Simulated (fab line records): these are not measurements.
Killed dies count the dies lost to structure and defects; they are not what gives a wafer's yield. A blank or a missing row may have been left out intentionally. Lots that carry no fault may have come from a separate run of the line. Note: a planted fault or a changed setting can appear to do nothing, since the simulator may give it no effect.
Which tool was responsible? + flow sky130 + Sampling: 15 lots, 45 wafers, 4 of 708 route steps

## WHAT THE GAUGES SHOWED, per wafer
SKY_LDD_N_OVL_MEAS_07. Usual: LDD_N_OVL gives -0.8 nm (standard deviation 1.2).
| lot  | measured     | on         | LDD_N_OVL (nm) | flag |
|------|--------------|------------|----------------|------|
| L178 | day 17 13:31 | overlay-01 | -1.2 0.5 -1.5  |      |
| L179 | day 17 18:31 | overlay-01 | 0.7 0.6 -0.6   |      |
| L180 | day 18 05:53 | overlay-02 | 0.3 -1.5 -1.0  |      |
| L181 | day 18 13:52 | overlay-02 | 0.3 -0.7 -2.2  |      |
| L182 | day 19 03:47 | overlay-01 | -0.6 -0.9 -1.0 |      |
| L185 | day 19 22:50 | overlay-01 | -1.0 -1.6 -1.1 |      |
| L187 | day 21 16:29 | overlay-02 | -1.7 -1.3 -2.6 |      |
| L188 | day 22 14:41 | overlay-01 | -0.8 0.6 0.9   |      |
| L189 | day 22 15:28 | overlay-01 | 0.1 -1.3 -1.3  |      |
| L191 | day 22 20:25 | overlay-01 | -1.3 -2.2 -0.1 |      |
| L196 | day 24 07:17 | overlay-01 | -0.7 -0.2 -1.8 |      |
| L195 | day 24 07:53 | overlay-01 | -1.1 -0.8 0.2  |      |
| L198 | day 24 21:37 | overlay-02 | -0.5 -2.0 -0.3 |      |
| L199 | day 25 02:32 | overlay-02 | -2.7 -3.5 -3.0 |      |
| L200 | day 25 05:49 | overlay-01 | 1.2 -1.7 -2.5  |      |

SKY_LDD_N_TW_MEAS_17. Usual: LDD_N_TW gives 2586 (standard deviation 21).
| lot  | measured     | on            | LDD_N_TW       | flag |
|------|--------------|---------------|----------------|------|
| L178 | day 17 14:52 | film_metro-01 | 2601 2599 2603 |      |
| L179 | day 17 19:52 | film_metro-03 | 2595 2595 2591 |      |
| L180 | day 18 07:13 | film_metro-03 | 2608 2616 2612 |      |
| L181 | day 18 15:13 | film_metro-01 | 2610 2623 2588 |      |
| L182 | day 19 05:08 | film_metro-03 | 2589 2590 2584 |      |
| L185 | day 20 00:11 | film_metro-01 | 2595 2579 2581 |      |
| L187 | day 21 17:49 | film_metro-01 | 2573 2587 2569 |      |
| L188 | day 22 16:06 | film_metro-02 | 2554 2551 2569 |      |
| L189 | day 22 16:48 | film_metro-02 | 2556 2553 2557 |      |
| L191 | day 22 21:46 | film_metro-02 | 2563 2554 2556 |      |
| L196 | day 24 08:37 | film_metro-03 | 2596 2598 2594 |      |
| L195 | day 24 09:32 | film_metro-02 | 2575 2568 2577 |      |
| L198 | day 24 22:57 | film_metro-02 | 2584 2583 2575 |      |
| L199 | day 25 03:52 | film_metro-03 | 2617 2616 2628 |      |
| L200 | day 25 07:10 | film_metro-02 | 2557 2550 2553 |      |

SKY_LDD_P_TW_MEAS_11. Usual: LDD_P_TW gives 636 (standard deviation 3.6).
| lot  | measured     | on            | LDD_P_TW    | flag |
|------|--------------|---------------|-------------|------|
| L178 | day 18 21:04 | film_metro-01 | 639 639 633 |      |
| L179 | day 19 02:43 | film_metro-01 | 636 635 636 |      |
| L180 | day 19 13:05 | film_metro-02 | 638 641 639 |      |
| L181 | day 19 21:50 | film_metro-04 | 638 637 640 |      |
| L182 | day 20 12:11 | film_metro-04 | 639 639 644 |      |
| L185 | day 21 06:18 | film_metro-02 | 633 633 633 |      |
| L187 | day 23 00:49 | film_metro-01 | 635 632 634 |      |
| L188 | day 23 22:17 | film_metro-02 | 633 630 632 |      |
| L189 | day 23 23:10 | film_metro-02 | 634 633 633 |      |
| L191 | day 24 03:53 | film_metro-02 | 634 636 634 |      |
| L196 | day 25 13:59 | film_metro-02 | 630 631 633 |      |
| L195 | day 25 15:08 | film_metro-01 | 635 637 636 |      |
| L198 | day 26 03:25 | film_metro-02 | 634 633 635 |      |
| L199 | day 26 08:38 | film_metro-02 | 633 634 633 |      |
| L200 | day 26 12:57 | film_metro-02 | 633 635 638 |      |

## WHICH TOOL RAN EACH LOT (tool, then ch and the chambers of the sampled wafers, then the start)
| lot  | SKY_POLY_GATE_OXIDATION_20    |
|------|-------------------------------|
| L178 | furnace-01 ch 0, day 16 07:20 |
| L179 | furnace-01 ch 0, day 16 12:47 |
| L180 | furnace-02 ch 0, day 16 23:13 |
| L181 | furnace-02 ch 0, day 17 07:07 |
| L182 | furnace-02 ch 0, day 17 19:47 |
| L185 | furnace-01 ch 0, day 18 15:10 |
| L187 | furnace-01, day 20 08:39      |
| L188 | furnace-02, day 21 06:47      |
| L189 | furnace-01, day 21 07:43      |
| L191 | furnace-01 ch 0, day 21 12:41 |
| L196 | furnace-02 ch 0, day 22 23:30 |
| L195 | furnace-01 ch 0, day 23 01:06 |
| L198 | furnace-01 ch 0, day 23 14:54 |
| L199 | furnace-02 ch 0, day 23 19:49 |
| L200 | furnace-02 ch 0, day 23 23:00 |
- SKY_POLY_GATE_OXIDATION_20: stabilise 600 s, purge 300 s, target thk 4 nm.

## WHAT THE TOOLS THEMSELVES READ (means of the sampled wafers that have a number; where no wafer has one, the mark that the record gives instead)
SKY_POLY_GATE_OXIDATION_20. Usual: ox_temp_c 850.0 C, standard deviation 0.36; ox_temp_c_max 853.9, standard deviation 0.76.
| lot  | tool       | ox_temp_c (C) | ox_temp_c_max | flag |
|------|------------|---------------|---------------|------|
| L178 | furnace-01 | 850.0         | 853.4         |      |
| L179 | furnace-01 | 849.3         | 853.6         |      |
| L180 | furnace-02 | 849.7         | 853.4         |      |
| L181 | furnace-02 | 849.9         | 853.7         |      |
| L182 | furnace-02 | 850.1         | 853.8         |      |
| L185 | furnace-01 | 850.6         | 854.5         |      |
| L187 | furnace-01 | -             | -             | OFF  |
| L188 | furnace-02 | -             | -             | OFF  |
| L189 | furnace-01 | -             | -             | OFF  |
| L191 | furnace-01 | 850.5         | 854.2         |      |
| L196 | furnace-02 | 850.2         | 854.3         |      |
| L195 | furnace-01 | 849.8         | 853.6         |      |
| L198 | furnace-01 | 850.3         | 853.7         |      |
| L199 | furnace-02 | 850.3         | 854.0         |      |
| L200 | furnace-02 | 849.7         | 852.8         |      |

## THE ANSWER, worked out from the rows above alone
Rule: a lot is off if the mean of its wafers that have a number lies more than 3 standard deviations from the usual mean. A lot without any number at a reading at which 4 lots or more have one is off too. Where the step has rows for the other lots, those lots are counted as sound. Order of review: gauges by route order, followed by the tools' own readings, for which a lot's mean as printed above is used. At the first step where some lot is off, the reading lying furthest off is the one used; lots without a number count as furthest.
Off at SKY_POLY_GATE_OXIDATION_20 (ox_temp_c): L187, L188, L189. Without a number there: L187, L188, L189.
A tool fits if, at that step or a process step before it, it ran every lot that is off, and no sound lot after the first of them. Of those tried, none fits.

## WHAT WAS PUT IN BY THE SIMULATOR
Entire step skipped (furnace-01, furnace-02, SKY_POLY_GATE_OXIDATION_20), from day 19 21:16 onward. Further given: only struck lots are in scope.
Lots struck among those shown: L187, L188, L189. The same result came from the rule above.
